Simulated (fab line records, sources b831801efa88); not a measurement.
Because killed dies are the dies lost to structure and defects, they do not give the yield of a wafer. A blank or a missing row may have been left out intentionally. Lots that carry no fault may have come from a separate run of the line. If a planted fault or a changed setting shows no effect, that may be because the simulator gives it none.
fab line records	flow sfq_line
record lots=6	wafers=18	last_day=75
route steps=325 shown R5@221 I5@228
lots with no fault: from the same line, run without faults
start_h: hours from the record's first day to the start of the lot's first wafer shown	wait_h: hours elapsed since this lot's preceding step	" the same as in the row above	L1.1+2: a row that stands for several wafers	- either no value or no given start	* or withheld: withheld	< > ~ a bound
route shown NAME@n: NAME is a module with steps in the file, n the number in the route of the first one	usual: average and standard deviation across the fault-free wafers	same: alike in all rows	chamber/n: place in a boat	sites: readings site by site	_std_site: how widely they spread, as a standard deviation	_edge_site: inner sites' mean taken away from outer sites' mean	radius_mm: how far each site lies from the wafer's centre	mask NAME#n: copy n	behind: the tool/chamber that last shaped the wafer	hold: reason for holding the lot/hours on hold/outcome of the hold	device: which transistor (n, p or np) failed to switch	end of line: at the end of the route, the tests of the same wafers	a step given without rows: its recipe and nothing more	killed: at the first sort, the dies lost to defects and structure; wafer yield is something else	map: shows each die of a wafer: x if killed, . if not, _ if none is there
set.NAME: the setting the step ran with; set.NAME@STEP: the setting that earlier step ran with	model.NAME: the simulator's own value behind a step, which no gauge read
lots at some steps of the route; a table a step, a row a wafer
services: a tool's chamber out of use, with start hour (start_h, from the record's first day; less than 0 if before it), hours out, and reason
## steps
# step SFQ_TRILAYER_R5_LITHO_PEB_139
# recipe peb_temp_c=115	peb_time_s=60	resist=KrF
# step SFQ_TRILAYER_R5_LITHO_DEVELOP_138
# recipe time_s=60	resist=KrF
# step SFQ_R5_OVL_MEAS_935
# usual R5_OVL=1/5.1
lot.wafer	tool	chamber	start_h	wait_h	R5_OVL[nm]
L380.1	overlay-02	-	1157.69	0.1	2
L380.3	"	-	"	"	-3
L380.6	"	-	"	"	7
L385.2	overlay-02	-	1204.04	0.1	2
L385.3	"	-	"	"	1
L385.4	"	-	"	"	-1
L389.1	overlay-01	-	1368.58	0.1	8
L389.3	"	-	"	"	3
L389.6	"	-	"	"	-2
L391.1	overlay-01	-	1387.78	0.1	8
L391.3	"	-	"	"	3
L391.4	"	-	"	"	7
L396.2	overlay-02	-	1493.63	0.1	-5
L396.4	"	-	"	"	-5
L396.5	"	-	"	"	-5
L398.4	overlay-02	-	1533.24	0.1	-5
L398.5	"	-	"	"	-4
L398.6	"	-	"	"	2
# step SFQ_TRILAYER_R5_BARC_OPEN_METAL_ETCH_177
# recipe mask_material=PR	chemistry=O2	target_depth_nm=125	target=BARC	icp_w=600	bias_w=80	pressure_mtorr=10	time_s=41.7
# usual drypump_motor_current_A=5.92/0.27	he_backside_leak_sccm=3.48/0.28	oes_product_au=0.685/0.0048
lot.wafer	tool	chamber	start_h	wait_h	drypump_motor_current_A	he_backside_leak_sccm	oes_product_au	rf_hours_counter_h
L380.1	rie_metal-03	1	1157.72	0.0	5.96	3.28	0.686	108
L380.3	"	0	"	"	5.86	3.33	0.680	-
L380.6	"	0	"	"	5.85	3.35	0.692	-
L385.2	rie_metal-01	1	1204.07	0.0	5.84	3.33	0.678	19
L385.3	"	1	"	"	5.85	3.42	0.689	-
L385.4	"	0	"	"	5.76	3.20	0.687	-
L389.1	rie_metal-04	1	1368.62	0.0	5.46	3.78	0.677	127
L389.3	"	0	"	"	6.36	3.54	0.686	-
L389.6	"	1	"	"	5.43	3.87	0.683	-
L391.1	rie_metal-04	0	1387.82	0.0	6.37	3.64	0.687	9
L391.3	"	1	"	"	5.40	3.75	0.690	-
L391.4	"	0	"	"	6.42	3.49	0.687	-
L396.2	rie_metal-03	0	1493.66	0.0	5.84	3.35	0.678	113
L396.4	"	0	"	"	5.81	3.46	0.681	-
L396.5	"	0	"	"	5.84	3.41	0.687	-
L398.4	rie_metal-01	0	1533.32	0.1	5.76	3.27	0.690	-
L398.5	"	0	"	"	5.75	3.31	0.689	-
L398.6	"	0	"	"	5.78	3.25	0.685	-
# step SFQ_TRILAYER_R5_ETCH_METAL_ETCH_139
# recipe stop_on=SiO2	mask_material=PR	chemistry=Cl2	target_depth_nm=60	icp_w=600	bias_w=80	pressure_mtorr=10	time_s=40
# usual drypump_motor_current_A=5.92/0.27	he_backside_leak_sccm=3.5/0.3	oes_product_au=0.990/0.006
lot.wafer	tool	chamber	start_h	wait_h	drypump_motor_current_A	he_backside_leak_sccm	oes_product_au	rf_hours_counter_h
L380.1	rie_metal-03	1	1157.78	0.0	5.93	3.3	0.986	108
L380.3	"	0	"	"	5.87	3.4	0.991	-
L380.6	"	0	"	"	5.84	3.4	0.989	-
L385.2	rie_metal-01	1	1204.13	0.0	5.86	3.4	0.995	19
L385.3	"	1	"	"	5.86	3.5	0.987	-
L385.4	"	0	"	"	5.77	3.2	0.971	-
L389.1	rie_metal-04	1	1368.68	0.0	5.46	3.6	0.994	127
L389.3	"	0	"	"	6.36	3.8	0.996	-
L389.6	"	1	"	"	5.46	3.7	0.992	-
L391.1	rie_metal-04	0	1387.88	0.0	6.40	3.7	1.001	9
L391.3	"	1	"	"	5.41	3.6	0.994	-
L391.4	"	0	"	"	6.37	3.5	1.002	-
L396.2	rie_metal-03	0	1493.72	0.0	5.85	3.5	0.995	113
L396.4	"	0	"	"	5.77	3.4	0.994	-
L396.5	"	0	"	"	5.81	3.3	0.992	-
L398.4	rie_metal-01	0	1533.44	0.1	5.75	3.2	0.993	-
L398.5	"	0	"	"	5.75	3.3	0.997	-
L398.6	"	0	"	"	5.76	3.3	0.990	-
# step SFQ_TRILAYER_R5_STRIP_STRIP_140
# recipe gas=O2	power_w=200	platen_temp_c=40	overash_fraction=0.65	chemistry=O2	pressure_mtorr=50
# usual drypump_motor_current_A=5.92/0.27	he_backside_leak_sccm=3.48/0.23	oes_product_au=0.998/0.008
lot.wafer	tool	chamber	start_h	wait_h	drypump_motor_current_A	he_backside_leak_sccm	oes_product_au	rf_hours_counter_h
L380.1	rie_metal-03	1	1157.84	0.0	5.94	3.34	0.989	108
L380.3	"	0	"	"	5.89	3.19	1.000	-
L380.6	"	0	"	"	5.88	3.23	0.998	-
L385.2	rie_metal-01	1	1204.19	0.0	5.86	3.42	1.003	19
L385.3	"	1	"	"	5.85	3.50	1.000	-
L385.4	"	0	"	"	5.75	3.21	0.988	-
L389.1	rie_metal-04	1	1368.73	0.0	5.44	3.85	1.000	127
L389.3	"	0	"	"	6.37	3.76	0.999	-
L389.6	"	1	"	"	5.42	3.82	1.002	-
L391.1	rie_metal-04	0	1387.93	0.0	6.38	3.73	1.010	9
L391.3	"	1	"	"	5.45	3.70	1.006	-
L391.4	"	0	"	"	6.38	3.74	1.001	-
L396.2	rie_metal-03	0	1493.78	0.0	5.85	3.29	1.017	113
L396.4	"	0	"	"	5.86	3.43	1.007	-
L396.5	"	0	"	"	5.89	3.27	1.009	-
L398.4	rie_metal-01	0	1534.10	0.6	5.76	3.25	0.998	-
L398.5	"	0	"	"	5.76	3.15	0.997	-
L398.6	"	0	"	"	5.75	3.23	1.007	-
# step SFQ_TRILAYER_R5_STRIP_SOLV_CLEAN_141
# recipe chemistry=NMP	temp_c=70	time_s=600
# step SFQ_TRILAYER_A5C_DEP_PECVD_142
# recipe material=SiO2	temp_c=150	time_s=15.556	pressure_torr=2.4	rf_w=183.3	precursor=SiH4/N2O	target_thk_nm=70
# usual heater_power_w=89/17	throttle_valve_pct=25.1/1.2
lot.wafer	tool	chamber	start_h	wait_h	heater_power_w	throttle_valve_pct
L380.1	pecvd-03	1	1158.61	0.0	73	26.5
L380.3	"	2	"	"	88	25.1
L380.6	"	2	"	"	89	24.8
L385.2	pecvd-01	1	1205.14	0.0	78	23.8
L385.3	"	2	"	"	80	24.8
L385.4	"	0	"	"	85	24.3
L389.1	pecvd-03	2	1369.68	0.0	99	24.9
L389.3	"	0	"	"	97	23.7
L389.6	"	0	"	"	96	23.7
L391.1	pecvd-02	1	1388.88	0.0	85	25.6
L391.3	"	2	"	"	126	24.7
L391.4	"	1	"	"	69	25.5
L396.2	pecvd-02	0	1494.55	0.0	101	27.9
L396.4	"	2	"	"	126	25.1
L396.5	"	1	"	"	75	26.1
L398.4	pecvd-03	2	1534.88	0.0	97	24.9
L398.5	"	0	"	"	98	23.7
L398.6	"	1	"	"	80	26.6
# step SFQ_TRILAYER_I5_LITHO_COAT_149
# recipe resist=BARC	spin_rpm=3000	resist_thk_nm=62
# step SFQ_TRILAYER_I5_LITHO_COAT_144
# recipe resist=KrF	spin_rpm=3000	resist_thk_nm=650
# step SFQ_TRILAYER_I5_LITHO_SOFTBAKE_148
# recipe temp_c=withheld	time_s=withheld	resist=KrF
# step SFQ_TRILAYER_I5_LITHO_EXPOSE_145
# recipe mask_id=I5	na=0.6	source_shape=conventional	sigma_outer=0.65	target_cd_nm=700	dose_mj=21.3
# step SFQ_TRILAYER_I5_LITHO_PEB_147
# recipe peb_temp_c=115	peb_time_s=60	resist=KrF
# usual heater_power_total_W=79.15/0.062	plate_temp_C=115.00/0.12
lot.wafer	tool	chamber	start_h	wait_h	heater_power_total_W	plate_temp_C
L380.1	litho_track-04	0	1185.16	1.0	79.10	114.99
L380.3	"	0	"	"	79.11	114.94
L380.6	"	0	"	"	79.21	115.04
L385.2	litho_track-02	0	1239.56	0.8	79.27	114.69
L385.3	"	0	"	"	79.01	114.90
L385.4	"	0	"	"	79.23	114.82
L389.1	litho_track-04	0	1416.83	1.0	80.08	116.02
L389.3	"	0	"	"	79.99	116.05
L389.6	"	0	"	"	80.16	116.03
L391.1	litho_track-04	0	1419.23	1.0	80.07	116.13
L391.3	"	0	"	"	80.10	116.09
L391.4	"	0	"	"	80.16	116.16
L396.2	litho_track-04	0	1496.68	0.8	79.14	114.93
L396.4	"	0	"	"	79.22	115.07
L396.5	"	0	"	"	79.05	115.01
L398.4	litho_track-01	0	1536.92	0.5	79.22	115.02
L398.5	"	0	"	"	79.17	114.87
L398.6	"	0	"	"	79.12	115.03
# step SFQ_TRILAYER_I5_LITHO_DEVELOP_146
# recipe time_s=60	resist=KrF
# step SFQ_I5_OVL_MEAS_936
# usual I5_OVL=2/5.8
lot.wafer	tool	chamber	start_h	wait_h	I5_OVL[nm]
L380.1	overlay-01	-	1185.46	0.1	5
L380.3	"	-	"	"	0
L380.6	"	-	"	"	3
L385.2	overlay-02	-	1239.84	0.1	6
L385.3	"	-	"	"	2
L385.4	"	-	"	"	6
L389.1	overlay-01	-	1417.13	0.1	-5
L389.3	"	-	"	"	-1
L389.6	"	-	"	"	-8
L391.1	overlay-01	-	1419.53	0.1	-8
L391.3	"	-	"	"	0
L391.4	"	-	"	"	-7
L396.2	overlay-01	-	1496.96	0.1	-6
L396.4	"	-	"	"	-7
L396.5	"	-	"	"	-6
L398.4	overlay-02	-	1537.16	0.1	-2
L398.5	"	-	"	"	1
L398.6	"	-	"	"	-3
# step SFQ_TRILAYER_I5_BARC_OPEN_VIA_ETCH_200
# recipe mask_material=PR	chemistry=O2	target_depth_nm=125	target=BARC	source_w=500	bias_w=80	pressure_mtorr=30	time_s=41.7
# usual drypump_motor_current_A=5.4/0.39	oes_product_au=0.685/0.0041
lot.wafer	tool	chamber	start_h	wait_h	drypump_motor_current_A	oes_product_au	rf_hours_counter_h	model.I5.cd_nm
L380.1	rie_diel-04	2	1185.49	0.0	5.3	0.687	6	699
L380.3	"	1	"	"	5.7	0.687	12	700.1
L380.6	"	1	"	"	5.7	0.684	-	699.6
L385.2	rie_diel-04	0	1239.87	0.0	5.0	0.690	20	700.6
L385.3	"	1	"	"	5.8	0.681	13	700.6
L385.4	"	2	"	"	5.4	0.688	7	699.3
L389.1	rie_diel-03	2	1417.17	0.0	5.5	0.689	19	718.2
L389.3	"	1	"	"	5.4	0.684	6	716
L389.6	"	0	"	"	6.0	0.683	-	718.6
L391.1	rie_diel-04	0	1419.57	0.0	5.0	0.689	22	716
L391.3	"	1	"	"	5.8	0.677	15	717
L391.4	"	3	"	"	4.9	0.684	14	713.5
L396.2	rie_diel-01	1	1496.99	0.0	5.1	0.691	11	699.8
L396.4	"	3	"	"	5.4	0.687	-	699.4
L396.5	"	1	"	"	5.1	0.687	-	700.2
L398.4	rie_diel-03	2	1537.18	0.0	5.5	0.695	20	698.8
L398.5	"	1	"	"	5.4	0.694	-	698
L398.6	"	0	"	"	6.0	0.688	-	698.8
# step SFQ_TRILAYER_I5_ETCH_VIA_ETCH_147
# recipe stop_on=Nb	mask_material=PR	chemistry=CHF3	target_depth_nm=360	source_w=500	bias_w=80	pressure_mtorr=30	time_s=withheld
# usual drypump_motor_current_A=5.4/0.39	oes_product_au=0.990/0.0056
lot.wafer	tool	chamber	start_h	wait_h	drypump_motor_current_A	oes_product_au	model.I5.cd_nm
L380.1	rie_diel-04	2	1185.53	0.0	5.3	0.988	699.7
L380.3	"	1	"	"	5.8	0.991	697.4
L380.6	"	1	"	"	5.8	0.985	696.9
L385.2	rie_diel-04	0	1239.91	0.0	5.0	0.990	695.6
L385.3	"	1	"	"	5.8	0.990	698.2
L385.4	"	2	"	"	5.3	0.988	699.2
L389.1	rie_diel-03	2	1417.21	0.0	5.5	0.990	719.3
L389.3	"	1	"	"	5.4	0.978	716.9
L389.6	"	0	"	"	6.0	0.991	718.9
L391.1	rie_diel-04	0	1419.61	0.0	4.9	0.991	712.9
L391.3	"	1	"	"	5.7	0.992	713
L391.4	"	3	"	"	4.9	0.994	711.4
L396.2	rie_diel-01	1	1497.03	0.0	5.1	0.992	697.1
L396.4	"	3	"	"	5.4	0.989	699.7
L396.5	"	1	"	"	5.1	0.991	697.5
L398.4	rie_diel-03	2	1537.22	0.0	5.5	0.985	697.5
L398.5	"	1	"	"	5.4	0.992	697.1
L398.6	"	0	"	"	6.0	1.000	699.2
# step SFQ_TRILAYER_I5_STRIP_STRIP_148
# recipe gas=O2	power_w=200	platen_temp_c=40	overash_fraction=0.65	chemistry=O2	pressure_mtorr=50
# usual drypump_motor_current_A=5.9/0.34	he_backside_leak_sccm=3.6/0.31	oes_product_au=0.997/0.0085
lot.wafer	tool	chamber	start_h	wait_h	drypump_motor_current_A	he_backside_leak_sccm	oes_product_au	rf_hours_counter_h
L380.1	rie_metal-04	0	1185.68	-	6.4	3.9	1.008	152
L380.3	"	1	"	"	5.4	3.8	1.002	-
L380.6	"	0	"	"	6.4	4.1	1.001	-
L385.2	rie_metal-04	1	1240.06	-	5.4	3.6	0.992	115
L385.3	"	0	"	"	6.4	4.1	0.998	-
L385.4	"	1	"	"	5.4	3.5	0.990	-
L389.1	rie_metal-04	0	1417.36	-	6.4	3.7	1.010	13
L389.3	"	0	"	"	6.4	5.5	1.010	-
L389.6	"	0	"	"	6.4	3.7	1.007	-
L391.1	rie_metal-04	0	1419.76	-	6.4	3.4	0.997	13
L391.3	"	0	"	"	6.4	3.5	1.004	-
L391.4	"	1	"	"	5.4	3.7	1.012	-
L396.2	rie_metal-02	1	1497.18	-	6.3	3.8	1.006	24
L396.4	"	0	"	"	5.6	3.3	1.003	-
L396.5	"	1	"	"	6.2	3.6	1.005	-
L398.4	rie_metal-04	0	1537.97	-	6.4	3.8	1.000	-
L398.5	"	0	"	"	6.4	3.9	1.002	-
L398.6	"	0	"	"	6.4	3.5	0.997	-
## services
tool	chamber	start_h	hours	kind
rie_diel-03	-	1157.81	0.5	repair
rie_metal-03	-	1169.47	1.4	pm
rie_diel-04	-	1211.96	0.7	repair
rie_diel-04	2	1213.16	17.4	repair
rie_diel-04	3	1214.37	4.0	repair
rie_diel-04	0	1226.44	3.1	repair
rie_diel-03	2	1236.31	25.4	repair
rie_diel-03	0	1244.10	8.5	repair
rie_diel-04	2	1246.18	4.0	repair
rie_metal-04	1	1279.06	11.9	repair
rie_diel-04	1	1281.37	2.3	repair
rie_diel-04	-	1288.21	28.1	pm
rie_diel-04	2	1321.15	9.3	repair
rie_metal-04	1	1325.43	10.2	repair
rie_diel-04	1	1325.63	9.0	repair
rie_metal-04	-	1333.39	0.3	repair
rie_diel-04	2	1365.51	2.5	repair
rie_diel-04	3	1384.00	4.3	repair
rie_diel-04	-	1426.57	2.8	pm
rie_diel-04	1	1440.80	9.6	repair
rie_diel-04	2	1441.82	3.4	repair
rie_metal-04	1	1466.23	96.7	repair
rie_metal-04	-	1522.13	2.8	pm
rie_metal-01	1	1531.44	5.1	repair
## key
first_sign step=SFQ_TRILAYER_I5_LITHO_PEB_147	reading=heater_power_total_W	direction=up	sigmas=15	usual=79.15	struck=80.09
effect step=SFQ_TRILAYER_I5_LITHO_PEB_147	reading=plate_temp_C	direction=up	sigmas=8.9	usual=*	struck=*
model_effect step=SFQ_TRILAYER_I5_BARC_OPEN_VIA_ETCH_200	value=I5.cd_nm	without=699.1	struck=716.6
model_effect step=SFQ_TRILAYER_I5_ETCH_VIA_ETCH_147	value=I5.cd_nm	without=697.9	struck=715.4
met_at SFQ_TRILAYER_I5_LITHO_PEB_147
struck_wafers L389.1,L389.3,L389.6,L391.1,L391.3,L391.4
onset_between 1185.16 1416.83
fault kind=process_parameter_drift	tool=litho_track-04	chamber=-	onset_h=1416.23	steps=SFQ_TRILAYER_I5_LITHO_PEB_147	channel=peb_temp_c	offset=*	shape=step	end_h=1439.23	acts_in=*	stated=*
